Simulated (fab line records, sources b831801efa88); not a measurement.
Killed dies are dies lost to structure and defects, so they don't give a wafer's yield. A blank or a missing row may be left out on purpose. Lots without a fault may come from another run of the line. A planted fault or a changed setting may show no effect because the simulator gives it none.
Which tool did it? | flow sky130 | 15 lots, 45 wafers sampled, at 5 steps of a route of 708

WHAT THE GAUGES READ, wafer by wafer
SKY_LDD_P_CD_MEAS_07: target cd 380 nm. Usual: cd_nm 379.3 nm, standard deviation 2.6.
lot  | measured     | on        | cd_nm (nm)        | flag
L207 | day 20 09:52 | cd_sem-01 | 379.6 382.6 382.1 |
L209 | day 20 18:27 | cd_sem-01 | 386.8 383.3 385.8 |
L212 | day 21 01:02 | cd_sem-01 | 378.4 378.2 378.5 |
L211 | day 21 00:38 | cd_sem-01 | 377.0 380.4 379.7 |
L214 | day 22 12:24 | cd_sem-02 | 381.1 380.8 382.1 |
L216 | day 22 22:07 | cd_sem-01 | 377.2 376.6 375.7 |
L217 | day 23 17:03 | cd_sem-02 | 377.8 377.6 378.7 |
L218 | day 23 17:26 | cd_sem-01 | 377.4 380.1 377.9 |
L219 | day 24 02:22 | cd_sem-01 | 377.9 376.5 379.5 |
L224 | day 25 21:03 | cd_sem-02 | 380.9 383.1 381.1 |
L225 | day 26 07:44 | cd_sem-01 | 384.5 384.3 384.7 |
L226 | day 26 07:20 | cd_sem-02 | 380.6 380.9 379.9 |
L228 | day 28 11:35 | cd_sem-01 | 379.6 379.6 379.9 |
L229 | day 28 12:50 | cd_sem-01 | 377.7 374.7 377.1 |
L227 | day 28 15:49 | cd_sem-02 | 379.2 376.8 378.4 |

SKY_LDD_LDN_TW_MEAS_13. Usual: LDD_LDN_TW 1460, standard deviation 5.6.
lot  | measured     | on            | LDD_LDN_TW     | flag
L207 | day 24 06:56 | film_metro-01 | 1464 1456 1466 |
L209 | day 24 15:01 | film_metro-01 | 1457 1456 1461 |
L212 | day 24 21:43 | film_metro-01 | 1465 1466 1463 |
L211 | day 24 21:43 | film_metro-03 | 1463 1461 1456 |
L214 | day 26 08:20 | film_metro-03 | 1448 1460 1449 |
L216 | day 26 15:58 | film_metro-04 | 1472 1463 1468 |
L217 | day 27 12:10 | film_metro-03 | 1330 1325 1326 | OFF
L218 | day 27 12:22 | film_metro-01 | 1344 1341 1347 | OFF
L219 | day 27 19:26 | film_metro-01 | 1348 1344 1340 | OFF
L224 | day 29 13:29 | film_metro-01 | 1462 1460 1456 |
L225 | day 30 00:34 | film_metro-01 | 1463 1453 1461 |
L226 | day 29 23:08 | film_metro-01 | 1453 1459 1451 |
L228 | day 32 00:21 | film_metro-04 | 1454 1455 1458 |
L229 | day 32 01:31 | film_metro-04 | 1450 1462 1453 |
L227 | day 32 04:19 | film_metro-03 | 1466 1456 1462 |

WHICH TOOL RAN EACH LOT (tool, then ch and the chambers of the sampled wafers, then the start)
lot  | SKY_POLY_GATE_ETCH_17            | SKY_POLY_GATE_STRIP_18               | SKY_LDD_LDN_IMPLANT_10
L207 | rie_si-02 ch 2,3, day 17 11:15   | plasma_asher-03 ch 0,1, day 17 11:19 | implanter-01 ch 0, day 24 06:32
L209 | rie_si-02 ch 1,3, day 17 22:36   | plasma_asher-01 ch 0,1, day 17 22:40 | implanter-01 ch 0, day 24 14:38
L212 | rie_si-02 ch 1,3, day 18 07:04   | plasma_asher-02 ch 0,1, day 18 07:08 | implanter-03 ch 0, day 24 21:19
L211 | rie_si-01 ch 1,2,3, day 18 08:55 | plasma_asher-03 ch 0,1, day 18 08:59 | implanter-01 ch 0, day 24 21:19
L214 | rie_si-02 ch 2,3, day 19 20:39   | plasma_asher-03 ch 0,1, day 19 20:44 | implanter-03 ch 0, day 26 07:59
L216 | rie_si-01 ch 2,3, day 20 05:39   | plasma_asher-03 ch 0,1, day 20 05:43 | implanter-01 ch 0, day 26 15:35
L217 | rie_si-01 ch 0,2, day 21 00:28   | plasma_asher-01 ch 0,1, day 21 00:32 | implanter-01, day 27 11:47
L218 | rie_si-02 ch 0,1,3, day 21 00:32 | plasma_asher-02 ch 0,1, day 21 00:35 | implanter-04, day 27 11:58
L219 | rie_si-01 ch 0,1,2, day 21 11:15 | plasma_asher-03 ch 0,1, day 21 11:20 | implanter-03, day 27 19:04
L224 | rie_si-02 ch 2,3, day 23 06:08   | plasma_asher-02 ch 1, day 23 06:11   | implanter-01 ch 0, day 29 13:06
L225 | rie_si-01 ch 1,2, day 23 15:22   | plasma_asher-01 ch 0,1, day 23 15:28 | implanter-04 ch 0, day 30 00:12
L226 | rie_si-02 ch 1,2, day 23 16:22   | plasma_asher-01 ch 0,1, day 23 16:28 | implanter-04 ch 0, day 29 22:46
L228 | rie_si-01 ch 0,1,3, day 25 23:40 | plasma_asher-01 ch 1, day 25 23:44   | implanter-04 ch 0, day 31 23:57
L229 | rie_si-02 ch 1,2, day 26 00:24   | plasma_asher-02 ch 0,1, day 26 00:28 | implanter-01 ch 0, day 32 01:07
L227 | rie_si-01 ch 0,1,3, day 26 02:58 | plasma_asher-02 ch 0,1, day 26 03:02 | implanter-03 ch 0, day 32 03:56
- SKY_POLY_GATE_ETCH_17: etches poly-Si in HBr/Cl2, stops on SiO2, target depth 180 nm, time 70.5 s.
- SKY_POLY_GATE_STRIP_18: strips in O2/N2.
- SKY_LDD_LDN_IMPLANT_10

WHAT THE TOOLS THEMSELVES READ (means of the sampled wafers that have a number; where no wafer has one, the mark that the record gives instead)
SKY_POLY_GATE_ETCH_17. Usual: drypump_motor_current_A 5.9 A, standard deviation 0.37; oes_product_au 0.983 a.u., standard deviation 0.0068; throttle_valve_pct 33.684 %, standard deviation 0.009.
lot  | tool      | drypump_motor_current_A (A) | oes_product_au (a.u.) | throttle_valve_pct (%) | flag
L207 | rie_si-02 | 5.9                         | 0.979                 | 33.691                 |
L209 | rie_si-02 | 6.2                         | 0.978                 | 33.684                 |
L212 | rie_si-02 | 6.0                         | 0.983                 | 33.682                 |
L211 | rie_si-01 | 5.8                         | 0.983                 | 33.686                 |
L214 | rie_si-02 | 5.9                         | 0.979                 | 33.677                 |
L216 | rie_si-01 | 5.6                         | 0.981                 | 33.677                 |
L217 | rie_si-01 | 5.4                         | 0.988                 | 33.675                 |
L218 | rie_si-02 | 5.9                         | 0.977                 | 33.677                 |
L219 | rie_si-01 | 5.7                         | 0.981                 | 33.680                 |
L224 | rie_si-02 | 6.1                         | 0.980                 | 33.676                 |
L225 | rie_si-01 | 5.6                         | 0.988                 | 33.688                 |
L226 | rie_si-02 | 6.3                         | 0.982                 | 33.685                 |
L228 | rie_si-01 | 5.9                         | 0.983                 | 33.681                 |
L229 | rie_si-02 | 6.3                         | 0.977                 | 33.683                 |
L227 | rie_si-01 | 6.0                         | 0.988                 | 33.684                 |

SKY_POLY_GATE_STRIP_18. Usual: drypump_motor_current_A 6.0 A, standard deviation 0.34; oes_product_au 0.361 a.u., standard deviation 0.0042; strip_time_to_endpoint_s 3.17 s, standard deviation 0.043.
lot  | tool            | drypump_motor_current_A (A) | oes_product_au (a.u.) | strip_time_to_endpoint_s (s) | flag
L207 | plasma_asher-03 | 5.8                         | 0.364                 | 3.17                         |
L209 | plasma_asher-01 | 5.9                         | 0.364                 | 3.20                         |
L212 | plasma_asher-02 | 6.0                         | 0.360                 | 3.17                         |
L211 | plasma_asher-03 | 6.1                         | 0.363                 | 3.16                         |
L214 | plasma_asher-03 | 5.9                         | 0.361                 | 3.16                         |
L216 | plasma_asher-03 | 6.2                         | 0.360                 | 3.18                         |
L217 | plasma_asher-01 | 5.9                         | 0.361                 | 3.16                         |
L218 | plasma_asher-02 | 6.0                         | 0.362                 | 3.17                         |
L219 | plasma_asher-03 | 6.2                         | 0.359                 | 3.14                         |
L224 | plasma_asher-02 | 5.8                         | 0.359                 | 3.13                         |
L225 | plasma_asher-01 | 5.9                         | 0.360                 | 3.17                         |
L226 | plasma_asher-01 | 5.8                         | 0.366                 | 3.20                         |
L228 | plasma_asher-01 | 6.0                         | 0.360                 | 3.17                         |
L229 | plasma_asher-02 | 6.1                         | 0.366                 | 3.17                         |
L227 | plasma_asher-02 | 6.1                         | 0.366                 | 3.22                         |

SKY_LDD_LDN_IMPLANT_10. Usual: beam_energy_keV 14.870, standard deviation 0.0043; beam_on_s 10.00 s, standard deviation 0.2.
lot  | tool         | beam_energy_keV | beam_on_s (s) | flag
L207 | implanter-01 | 14.869          | 9.96          |
L209 | implanter-01 | 14.871          | 10.15         |
L212 | implanter-03 | 14.868          | 10.11         |
L211 | implanter-01 | 14.877          | 9.94          |
L214 | implanter-03 | 14.869          | 10.02         |
L216 | implanter-01 | 14.871          | 10.10         |
L217 | implanter-01 | -               | -             | OFF
L218 | implanter-04 | -               | -             | OFF
L219 | implanter-03 | -               | -             | OFF
L224 | implanter-01 | 14.869          | 10.05         |
L225 | implanter-04 | 14.870          | 9.86          |
L226 | implanter-04 | 14.868          | 10.01         |
L228 | implanter-04 | 14.868          | 10.17         |
L229 | implanter-01 | 14.875          | 10.11         |
L227 | implanter-03 | 14.871          | 10.15         |

THE ANSWER, worked out from the rows above alone
Rule: a lot is off if the mean of its wafers that have a number lies more than 3 standard deviations from the usual mean. A lot without any number at a reading at which 4 lots or more have one is off too. The other lots that the step has rows for count as sound. The gauges are gone through in route order, then the tools' own readings, and for those a lot's mean is taken as printed above. The first step at which some lot is off is used, and at that step the reading that is off furthest; a lot without a number counts as furthest.
Off: L217, L218, L219, at SKY_LDD_LDN_TW_MEAS_13 (LDD_LDN_TW).
A tool fits if, at a process step before that reading, it ran every lot that is off, and no sound lot after the first of them. The gauges at SKY_LDD_LDN_TW_MEAS_13 aren't tried: what is off there is off at SKY_LDD_LDN_IMPLANT_10 too, on other tools, and a gauge's error can't cause that. None of those tried fits.

WHAT THE SIMULATOR HAD PUT IN
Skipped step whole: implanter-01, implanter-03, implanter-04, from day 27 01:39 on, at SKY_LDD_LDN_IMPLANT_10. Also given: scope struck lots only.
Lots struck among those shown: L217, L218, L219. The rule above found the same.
